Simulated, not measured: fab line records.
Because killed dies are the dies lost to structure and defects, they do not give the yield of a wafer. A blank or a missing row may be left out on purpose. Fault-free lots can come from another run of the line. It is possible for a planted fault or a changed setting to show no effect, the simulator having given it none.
Problem report, 8D (eight disciplines) form, completed by code || flow sky130 || the parts of the form that need people (team, actions taken, sign-off) are left out

== 1. THE PROBLEM ==
CAPM_TIN_RS at SKY_CAPM_RS_MEAS_03 reads a mean of 6.65 ohm/sq on 1 wafer of 1 lot; wafers without a fault read 6.94 ohm/sq with a standard deviation of 0.071. Relative to the usual mean, that is a shift of -4.1 standard deviations.
The step: measures by four-point-probe.
The first sign was on wafer L634.4 at day 40 18:51, on filmMetro-01. At this step, 32 wafers from 11 lots have a number in the record. The rule behind "out" and "out of limits": a value lying over 4 standard deviations away from the usual mean. The other wafers with a number count as sound.

== 2. WHAT IT IS AND WHAT IT IS NOT ==
{"question": "which readings at this step", "is": "CAPM_TIN_RS", "is not": "-"}
{"question": "which lots", "is": "L634", "is not": "L623, L624, L625, L626, L627, L628, L629, L642, L644, L645"}
{"question": "which wafers of those lots", "is": "L634.4", "is not": "L634.6"}
{"question": "read on which gauges", "is": "filmMetro-01", "is not": "filmMetro-02"}
{"question": "when", "is": "from day 40 18:51", "is not": "up to then (22 sound wafers); but 9 sound wafers of L642, L644, L645 came after"}

== 3. SUSPECTS, AND WHAT RULES EACH OUT ==
Counting: if a tool at a process step up to the reading ran every lot that is out, it stays a suspect. Sound lots after the first of them don't rule it out here, since some wafers of a struck lot are sound.
- the gauge at SKY_CAPM_RS_MEAS_03: kept. All the wafers that are out were read on filmMetro-01, and no step on other tools shows them out.
- rieDiel-02 at SKY_POLY_CUT_ETCH_11 (etches Si3N4 in CF4/CH2F2/Ar, stops on poly-Si, time 42.5 s, target depth 60 nm): kept. It ran the lot that is out, L634 (day 28 21:25); its last sound lot up to then is L628 (day 26 17:59).
- cmp-02 at SKY_CONTACT_CMP_04 (polishes SiO2): kept. It ran the lot that is out, L634 (day 34 22:53); its last sound lot up to then is L628 (day 32 21:35).
- pvdSputter-02 at SKY_CAPM_SPUTTER_02 (material TiN, target thk 200 nm, time 166.7 s): kept. It ran the lot that is out, L634 (day 40 18:41); its last sound lot up to then is L629 (day 38 23:11).
- Within rieDiel-02 at SKY_POLY_CUT_ETCH_11, the wafers that are out were processed in chamber 1 and their sound lot-mates in chamber 0.
- Within cmp-02 at SKY_CONTACT_CMP_04, the wafers that are out were processed in chamber 3 and their sound lot-mates in chamber 1.
Left after counting: rieDiel-02 at SKY_POLY_CUT_ETCH_11, cmp-02 at SKY_CONTACT_CMP_04, pvdSputter-02 at SKY_CAPM_SPUTTER_02, filmMetro-01 at SKY_CAPM_RS_MEAS_03.

== 4. THE CAUSE (what the simulator had put in) ==
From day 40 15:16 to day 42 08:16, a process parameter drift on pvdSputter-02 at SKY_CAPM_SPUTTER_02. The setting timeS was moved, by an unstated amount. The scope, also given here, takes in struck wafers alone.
Counting leaves 4 suspects; this tool is one of them.

== 5. THE EFFECT CHAIN, in route order ==
Rows list readings where the struck wafers' mean (over those with a number) sits beyond 3 standard deviations from the usual. Only readings for which the record gives a usual standard deviation are gone through. hours: the time from each lot's start at the first step in this table that gives one to its start at this step, as a median over the lots. sigmas: the change in usual standard deviations.
{"hours": 0, "step": "SKY_CAPM_RS_MEAS_03", "reading": "CAPM_TIN_RS", "usual": "6.94 ohm/sq", "on struck wafers": 6.65, "change": -0.29, "sigmas": -4.1}
{"hours": 0, "step": "SKY_CAPM_THK_MEAS_04", "reading": "CAPM_TIN_THK", "usual": "201.4 nm", "on struck wafers": 211.2, "change": "+9.8", "sigmas": "+4.5"}

== 6. HOW IT WOULD HAVE BEEN CAUGHT EARLIER ==
In this record the first reading out of limits at a measuring or inspecting step was taken at day 40 18:51, 4 hours after the fault began at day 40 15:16.
No tool reading at SKY_CAPM_SPUTTER_02 that has a usual standard deviation in the record was out on any struck wafer, so an alarm limit of 4 standard deviations on those readings would not have fired.
Each of the lots that are out, 1 in all, had begun SKY_CAPM_SPUTTER_02 on pvdSputter-02 no later than day 40 18:51. Tool hold at that time: it would have spared none of them.
